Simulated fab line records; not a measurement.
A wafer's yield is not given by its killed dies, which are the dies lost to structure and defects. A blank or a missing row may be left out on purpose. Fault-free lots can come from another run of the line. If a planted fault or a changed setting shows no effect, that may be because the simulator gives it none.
Code-filled problem report in 8D (eight disciplines) form    flow sky130    the parts of the form that need people (team, actions taken, sign-off) are left out

## 1. WHAT IS WRONG
At SKY_LI_CONTACT_ETCH_14, bias w averages 79.5 W over 6 wafers from 2 lots, while fault-free wafers read 100.0 W, standard deviation 0.32. That puts it -64 standard deviations away from the usual mean.
The step: etches BARC in N2/H2, stops on SiO2, time 45.9 s, target depth 60 nm.
First seen on wafer L522.1, day 33 12:42, on rie diel-02. At this step, 18 wafers from 6 lots have a number in the record. By rule, "out" or "out of limits" means more than 4 standard deviations away from the usual mean. All remaining wafers that have a number are taken as sound.

## 2. WHAT IT IS AND WHAT IT IS NOT
question                     is                      is not
which readings at this step  bias w                  drypump motor current A, oes product au, rf fwd power W, throttle valve pct
which lots                   L522, L523              L511, L525, L533, L534
which wafers of those lots   all that have a number  -
read on which tools          rie diel-02             rie diel-04
when                         from day 33 12:42       up to then (3 sound wafers); but 9 sound wafers of L525, L533, L534 came after

## 3. SUSPECTS, AND WHAT RULES EACH OUT
Counting: a tool at a process step up to the reading stays a suspect if it ran every lot that is out and no sound lot after the first of them.
- rie diel-02 at SKY_LI_CONTACT_ETCH_14 (etches BARC in N2/H2, stops on SiO2, time 45.9 s, target depth 60 nm): ruled out as a lasting fault. Sound lots L533 ran on it after its first lot that is out, L522 (day 33 12:42).
Left after counting: nothing in the record.

## 4. THE CAUSE (what the simulator had put in)
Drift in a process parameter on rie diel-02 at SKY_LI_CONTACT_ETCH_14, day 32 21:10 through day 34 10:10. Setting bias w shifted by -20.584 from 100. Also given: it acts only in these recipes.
Counting ruled it out, wrongly.

## 5. SEQUENCE OF EFFECTS, ordered by route
Rows list readings where the struck wafers' mean (over those with a number) sits beyond 3 standard deviations from the usual. Readings are gone through only where the record gives a usual standard deviation; hours: the median, over the lots, of the time from a lot's start at the first step in this table giving one to that lot's start at this step; sigmas: the change measured in usual standard deviations.
hours  step                    reading  usual    on struck wafers  change  sigmas
0      SKY_LI_CONTACT_ETCH_14  bias w   100.0 W  79.5              -20.5   -64
Its process steps:
- SKY_LI_CONTACT_ETCH_14: etches BARC in N2/H2, stops on SiO2, time 45.9 s, target depth 60 nm.

## 6. WHAT WOULD HAVE CAUGHT IT SOONER
In this record no reading fell out of limits until day 33 12:42, 16 hours after the fault had begun at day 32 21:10.
